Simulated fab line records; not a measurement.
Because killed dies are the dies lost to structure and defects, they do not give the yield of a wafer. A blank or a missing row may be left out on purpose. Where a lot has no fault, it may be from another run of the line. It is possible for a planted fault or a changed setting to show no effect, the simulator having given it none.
Lot-split experiment ; flow sky130 ; route with 708 steps; 5 lots, 23 wafers read

== ABOUT THE SPLIT ==
At SKY_CONTACT_COAT_09 (resist thk 450 nm), the setting resistThkNm was moved away from the recipe's 450 nm on 10 of the 23 wafers read, by -3.2% to +4.6%. For the rest of the wafers, this setting stayed at what the recipe calls for.

== FROM THE SPLIT TO THE READING: what the file shows between them, 2 steps ==
- SKY_CONTACT_ETCH_16: etches BARC in N2/H2, stops on SiO2, time 45.9 s, target depth 60 nm (also split here: biasW)
- SKY_CONTACT_ETCH_17: etches SiO2 in C4F8/O2/Ar, stops on Si3N4, target depth 340 nm

== THE READING ==
KrF-thick_of_CONTACT_COAT_09.thkNm (the simulator's own value, which no gauge read), in nm, at SKY_CONTACT_ETCH_18 (etches Si3N4 in CHF3/O2, stops on TiN, time 39 s, target depth 75 nm). No usual value for it is given in the file. Average 239.0 nm, standard deviation 1.7 nm, over the 13 wafers here run with the recipe.

wafer;tool, chamber at the split;resistThkNm as run, nm;against the recipe;KrF-thick_of_CONTACT_COAT_09.thkNm, nm;against lot-mates on the recipe
L077.1;lithoTrack-04, 0;442.8;-1.6%;234.2;-6.9
L077.2;lithoTrack-04, 0;442.8;-1.6%;228.8;-12.3
L077.4;lithoTrack-04, 0;450;recipe;240.7;-
L077.5;lithoTrack-04, 0;450;recipe;241.1;-
L077.6;lithoTrack-04, 0;450;recipe;241.4;-
L078.1;lithoTrack-04, 0;450;recipe;237.1;-
L078.2;lithoTrack-04, 0;470.7;+4.6%;257.2;+18.5
L078.3;lithoTrack-04, 0;470.7;+4.6%;257;+18.3
L078.4;lithoTrack-04, 0;450;recipe;240.3;-
L078.5;lithoTrack-04, 0;470.7;+4.6%;256.8;+18.1
L081.1;lithoTrack-04, 0;450;recipe;237.2;-
L081.4;lithoTrack-04, 0;450;recipe;239.8;-
L081.5;lithoTrack-04, 0;450;recipe;239.5;-
L082.2;lithoTrack-04, 0;450;recipe;240.1;-
L082.3;lithoTrack-04, 0;435.6;-3.2%;222.9;-15.8
L082.4;lithoTrack-04, 0;435.6;-3.2%;225.3;-13.4
L082.5;lithoTrack-04, 0;435.6;-3.2%;222.8;-15.9
L082.6;lithoTrack-04, 0;450;recipe;237.4;-
L085.1;lithoTrack-04, 0;450;recipe;236.6;-
L085.2;lithoTrack-04, 0;435.7;-3.2%;228.4;-8.9
L085.3;lithoTrack-04, 0;435.7;-3.2%;225.1;-12.2
L085.4;lithoTrack-04, 0;450;recipe;237.4;-
L085.5;lithoTrack-04, 0;450;recipe;237.9;-

THE FIT
A straight line over all 23 wafers: KrF-thick_of_CONTACT_COAT_09.thkNm changes by +4.14 nm for each +1% of resistThkNm; r = +0.98; the points scatter about the line by 1.9 nm.
The same after taking each lot's own level away (the mean of its wafers on the recipe; 23 wafers): +4.13 nm for each +1%; r = +0.98; scatter 1.9 nm.
That fit puts the effect of the largest move of resistThkNm on the reading at 19 nm.
From 237.30 to 241.07 nm: that is the span of the lots' own levels, equal to 2.3 times the standard deviation above.
So the lot-to-lot level changes the slope little: the two slopes agree.
Check: for one of the wafers moved furthest among these (+4.6%), held out of the fit, the line's prediction against its lot-mates is +18.6 nm. It came out at +18.5 nm against them.

== ADDITIONAL SPLITS CARRIED BY THESE WAFERS ==
Other splits were also applied to these wafers ahead of the reading. Each is held against what the fit with the lots' levels taken away leaves over:
other split on the same wafers;wafers away from the commonest value;r with KrF-thick_of_CONTACT_COAT_09.thkNm (lot level and that fit taken away)
SKY_LDD_LDN_SOFTBAKE_03 tempC;11;-0.09
SKY_LDD_LDN_IMPLANT_10 energyKev;8;+0.50
SKY_RES_XHIGH_IMPLANT_07 energyKev;9;-0.05
SKY_SD_N_STRIP_11 o2FlowSccm;7;-0.04
SKY_LI_CONTACT_CMP_02 leaveAboveRefNm;9;-0.45
SKY_LI_CONTACT_COAT_07 resistThkNm;8;-0.19
SKY_LI_CONTACT_SPUTTER_20 timeS;5;-0.22
SKY_CONTACT_ETCH_16 biasW;8;-0.48

== THE WHOLE CHAIN: every reading that the file lists as answering this split, in the file's order ==
step;what it does;reading;change (the file's fit);r (the file's)
SKY_CONTACT_COAT_09;resist thk 450 nm;KrF-thick_of_CONTACT_COAT_09.thkNm (the simulator's own value, which no gauge read);+4.59 nm for each +1% of the setting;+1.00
SKY_CONTACT_ETCH_16;etches BARC in N2/H2, stops on SiO2, time 45.9 s, target depth 60 nm;KrF-thick_of_CONTACT_COAT_09.thkNm (the simulator's own value, which no gauge read);+4.44 nm for each +1% of the setting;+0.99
SKY_CONTACT_ETCH_17;etches SiO2 in C4F8/O2/Ar, stops on Si3N4, target depth 340 nm;KrF-thick_of_CONTACT_COAT_09.thkNm (the simulator's own value, which no gauge read);+4.28 nm for each +1% of the setting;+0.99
SKY_CONTACT_ETCH_18;etches Si3N4 in CHF3/O2, stops on TiN, time 39 s, target depth 75 nm;KrF-thick_of_CONTACT_COAT_09.thkNm (the simulator's own value, which no gauge read);+4.11 nm for each +1% of the setting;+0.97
SKY_CONTACT_STRIP_19;strips in O2/N2;stripTimeToEndpointS;withheld for each +1% of the setting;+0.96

== THE FILE'S OWN FIT ==
KrF-thick_of_CONTACT_COAT_09.thkNm changes by +4.11 nm for each +1% of resistThkNm, r = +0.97.
